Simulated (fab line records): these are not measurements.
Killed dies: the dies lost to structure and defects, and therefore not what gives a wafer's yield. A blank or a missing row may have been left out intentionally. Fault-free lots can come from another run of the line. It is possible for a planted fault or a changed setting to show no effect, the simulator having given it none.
A struck lot beside a sound one :: flow sfq_line :: 20 out of 325 route steps
Sound: wafers L992.1, L992.5, L992.6. Struck: wafer L998.6. (L998.5 of the same lot was not struck and is left out.) The cause comes at the end.
For every step that has rows: the tool of each side, followed by ch and its chambers, followed by its first start. Under that, the readings that differ: sound wafers :: struck wafers :: difference of the means :: sigmas: that difference in standard deviations of wafers without a fault.
alike: readings whose means differ by less than 2 such deviations, and words and numbers that are the same on both sides. not compared: withheld readings, readings that some wafer has no value for, bounds like >300 that may hide the same value, and numbers for which the record gives no deviation and whose values overlap.
The two part at a step that has a row with sigmas, a row that says differs or no value, or rows on one side only. When numbers do not overlap yet have no deviation, they are printed without sigmas and do not part them. A reading that every wafer of one side lacks parts them only if that side has two wafers or more.

first, 5 steps without rows for these wafers: SFQ_TRILAYER_R5_LITHO_COAT_136 (resist thk 600 nm); SFQ_TRILAYER_R5_LITHO_SOFTBAKE_140; SFQ_TRILAYER_R5_LITHO_EXPOSE_137 (exposes mask R5, target cd 500 nm); SFQ_TRILAYER_R5_LITHO_PEB_139 (peb time 60 s); SFQ_TRILAYER_R5_LITHO_DEVELOP_138 (time 60 s).
SFQ_R5_OVL_MEAS_935:
  sound on overlay-02, day 61 14:47; struck on overlay-01, day 62 18:03
  alike: R5_OVL
SFQ_TRILAYER_R5_BARC_OPEN_METAL_ETCH_177: etches BARC in O2, target depth 125 nm, time 41.7 s.
  sound on rie_metal-03 ch 0,1, day 61 14:49; struck on rie_metal-02 ch 1, day 62 18:06
  alike: drypump_motor_current_A, oes_product_au
  not compared: rf_hours_counter_h
SFQ_TRILAYER_R5_ETCH_METAL_ETCH_139: etches the open film in Cl2, stops on SiO2, target depth 60 nm, time 40 s.
  sound on rie_metal-03 ch 0,1, day 61 14:52; struck on rie_metal-02 ch 1, day 62 18:10
  alike: drypump_motor_current_A, oes_product_au
  not compared: rf_hours_counter_h
SFQ_TRILAYER_R5_STRIP_STRIP_140: strips in O2.
  sound on rie_metal-03 ch 0,1, day 61 14:56; struck on rie_metal-02 ch 1, day 62 18:35
  alike: drypump_motor_current_A, oes_product_au
  not compared: rf_hours_counter_h
then, 1 step without rows for these wafers: SFQ_TRILAYER_R5_STRIP_SOLV_CLEAN_141 (cleans in NMP, time 600 s).
SFQ_TRILAYER_A5C_DEP_PECVD_142: deposits SiO2 from SiH4/N2O, time 15.556 s, target thk 70 nm.
  sound on pecvd-02 ch 0,1,2, day 61 15:43; struck on pecvd-03 ch 2, day 62 18:58
  alike: heater_power_outer_w, heater_power_w, throttle_valve_pct
then, 1 step without rows for these wafers: SFQ_TRILAYER_I5_LITHO_COAT_149 (resist thk 62 nm).
SFQ_TRILAYER_I5_LITHO_COAT_144: resist thk 650 nm.
  sound on litho_track-03 ch 0, day 61 16:03; struck on litho_track-01 ch 0, day 62 19:29
reading: model.KrF_of_TRILAYER_I5_LITHO_COAT_144.thk_nm (nm)
sound: 646.1 649.5 649.5
struck: 596.6
difference: -51.8
sigmas: 
then, 4 steps without rows for these wafers: SFQ_TRILAYER_I5_LITHO_SOFTBAKE_148; SFQ_TRILAYER_I5_LITHO_EXPOSE_145 (exposes mask I5, target cd 700 nm); SFQ_TRILAYER_I5_LITHO_PEB_147 (peb time 60 s); SFQ_TRILAYER_I5_LITHO_DEVELOP_146 (time 60 s).
-- the record jumps here: 4 days lie between the struck wafers' starts before and after --
SFQ_I5_OVL_MEAS_936:
  sound on overlay-01, day 66 08:33; struck on overlay-02, day 67 05:57
  alike: I5_OVL
SFQ_TRILAYER_I5_BARC_OPEN_VIA_ETCH_200: etches BARC in O2, target depth 125 nm, time 41.7 s.
  sound on rie_diel-01 ch 0,1,2, day 66 08:35; struck on rie_diel-01 ch 2, day 67 05:59
reading: oes_product_au (a.u.)
sound: 0.680 0.684 0.684
struck: 0.698
difference: +0.015
sigmas: +4

reading: model.KrF_of_TRILAYER_I5_LITHO_COAT_144.thk_nm (nm)
sound: 569 573.7 570.4
struck: 517.7
difference: -53.3
sigmas: 
  alike: drypump_motor_current_A
  not compared: rf_hours_counter_h
SFQ_TRILAYER_I5_ETCH_VIA_ETCH_147: etches the open film in CHF3, stops on Nb, target depth 360 nm.
  sound on rie_diel-01 ch 0,1,2, day 66 08:38; struck on rie_diel-01 ch 2, day 67 06:05
  alike: drypump_motor_current_A, oes_product_au

== WHERE THEY PART ==
SFQ_TRILAYER_I5_BARC_OPEN_VIA_ETCH_200 only, going by this record. Later steps at which nothing parts them and some readings are alike: SFQ_TRILAYER_I5_ETCH_VIA_ETCH_147.

WHY: what had been put in by the simulator
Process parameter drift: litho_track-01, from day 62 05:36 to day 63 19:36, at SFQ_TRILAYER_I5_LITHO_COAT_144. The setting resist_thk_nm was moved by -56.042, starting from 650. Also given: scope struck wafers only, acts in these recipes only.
